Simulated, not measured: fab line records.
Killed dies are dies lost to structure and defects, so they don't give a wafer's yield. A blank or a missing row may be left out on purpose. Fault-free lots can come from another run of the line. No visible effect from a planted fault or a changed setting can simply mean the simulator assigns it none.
Which tool was responsible?    flow gf180mcu    36 wafers sampled from 12 lots at 1 step of a route of 602

== WHAT THE GAUGES READ, wafer by wafer ==
GF_MIM_RS_MEAS_10: measures by four-point-probe. Usual: MIM_ALCU_RS typically reads 0.1596 ohm/sq, with standard deviation 0.0018.
lot   measured      on             MIM_ALCU_RS (ohm/sq)  flag
L712  day 24 17:26  film-metro-04  0.1582 0.1578 0.1566  
L714  day 25 15:29  film-metro-01  0.1619 0.1610 0.1606  
L716  day 26 00:17  film-metro-04  0.1579 0.1618 0.1575  
L719  day 27 02:26  film-metro-04  0.1575 0.1572 0.1587  
L720  day 27 14:29  film-metro-03  0.1609 0.1619 0.1620  
L721  day 27 20:52  film-metro-04  0.1607 0.1604 0.1605  
L724  day 28 17:28  film-metro-04  0.1575 0.1574 0.1589  
L725  day 28 22:32  film-metro-01  0.1605 0.1578 0.1612  
L726  day 29 09:58  film-metro-04  0.1576 0.1611 0.1585  
L727  day 29 12:16  film-metro-01  0.1604 0.1574 0.1580  
L729  day 29 23:46  film-metro-01  0.1587 0.1586 0.1593  
L734  day 31 13:20  film-metro-04  0.1597 0.1592 0.1618  

== TOOL THAT RAN EACH LOT (tool first, then ch and the chambers of the sampled wafers, then the start) ==
Record: no process step prior to these readings.

== WHAT THE TOOLS THEMSELVES READ (means of the sampled wafers that have a number; where no wafer has one, the mark that the record gives instead) ==
The record holds no such reading with a usual standard deviation.

== THE ANSWER, worked out from the rows above alone ==
Rule: a lot counts as off when the mean over its wafers that have a number is more than 3 standard deviations away from the usual mean. Also off: a lot with no number at a reading for which 4 or more lots have one. Any other lot the step has rows for is counted as sound. First the gauges in route order, then the tools' own readings, where a lot's mean is used as printed above. At the first step where some lot is off, the reading lying furthest off is the one used; lots without a number count as furthest.
No lot is off at any reading shown: from this, nothing can be told.

== WHAT HAD BEEN PUT IN BY THE SIMULATOR ==
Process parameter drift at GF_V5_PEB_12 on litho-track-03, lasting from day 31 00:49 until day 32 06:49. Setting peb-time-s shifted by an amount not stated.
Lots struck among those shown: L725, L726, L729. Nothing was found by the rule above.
